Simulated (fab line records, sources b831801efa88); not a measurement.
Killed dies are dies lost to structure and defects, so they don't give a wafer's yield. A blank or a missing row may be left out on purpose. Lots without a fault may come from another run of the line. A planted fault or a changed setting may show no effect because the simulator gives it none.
Which tool did it? | flow gf180mcu | 7 lots, 21 wafers sampled, at 2 steps of a route of 602

WHAT THE GAUGES READ, wafer by wafer
GF_SAB_THK_MEAS_01.
lot  | measured     | on            | SAB_CVD_00_THK (nm)
L967 | day 14 11:07 | film_metro-01 | 49.8 49.1 49.7
L970 | day 15 18:13 | film_metro-03 | 99.3 100.1 101.4
L976 | day 17 17:29 | film_metro-01 | 97.9 100.3 101.4
L982 | day 19 20:56 | film_metro-03 | 50.1 50.1 51.2
L985 | day 20 20:59 | film_metro-03 | 49.5 50.4 50.2
L987 | day 21 18:25 | film_metro-01 | 49.5 49.6 49.8
L989 | day 22 10:35 | film_metro-01 | 49.1 49.0 49.9

WHICH TOOL RAN EACH LOT (tool, then ch and the chambers of the sampled wafers, then the start)
lot  | GF_SAB_CVD_00
L967 | pecvd-01 ch 0,1, day 14 11:06
L970 | pecvd-03 ch 0,1, day 15 17:59
L976 | pecvd-04 ch 1,2, day 17 17:11
L982 | pecvd-04 ch 0,1,2, day 19 20:53
L985 | pecvd-01 ch 0,1, day 20 20:56
L987 | pecvd-03 ch 1,2, day 21 18:23
L989 | pecvd-03 ch 0,1,2, day 22 10:35
- GF_SAB_CVD_00: deposits SiO2 from TEOS, target thk 50 nm, time 4.9302 s.

THE ANSWER, worked out from the rows above alone
Rule: what is usual is taken from the lots themselves. Put in order of their means at a reading, lots are off if they are a third of the lots or fewer, leave a main group of 4 or more, and stand apart from it by a gap of 3 or more times the standard deviation of the main group's means; of several such gaps the widest counts. A main group whose means are all the same, to the digits that the tables above print for the reading, isn't used. A lot without any number at a reading at which 4 lots or more have one is off too. The other lots that the step has rows for count as sound.
Off: L970, L976, at GF_SAB_THK_MEAS_01 (SAB_CVD_00_THK). The main group: mean 49.8 nm, standard deviation 0.4.
A tool fits if, at a process step before that reading, it ran every lot that is off, and no sound lot after the first of them. The gauges at GF_SAB_THK_MEAS_01 are tried like those tools. None of those tried fits.

WHAT THE SIMULATOR HAD PUT IN
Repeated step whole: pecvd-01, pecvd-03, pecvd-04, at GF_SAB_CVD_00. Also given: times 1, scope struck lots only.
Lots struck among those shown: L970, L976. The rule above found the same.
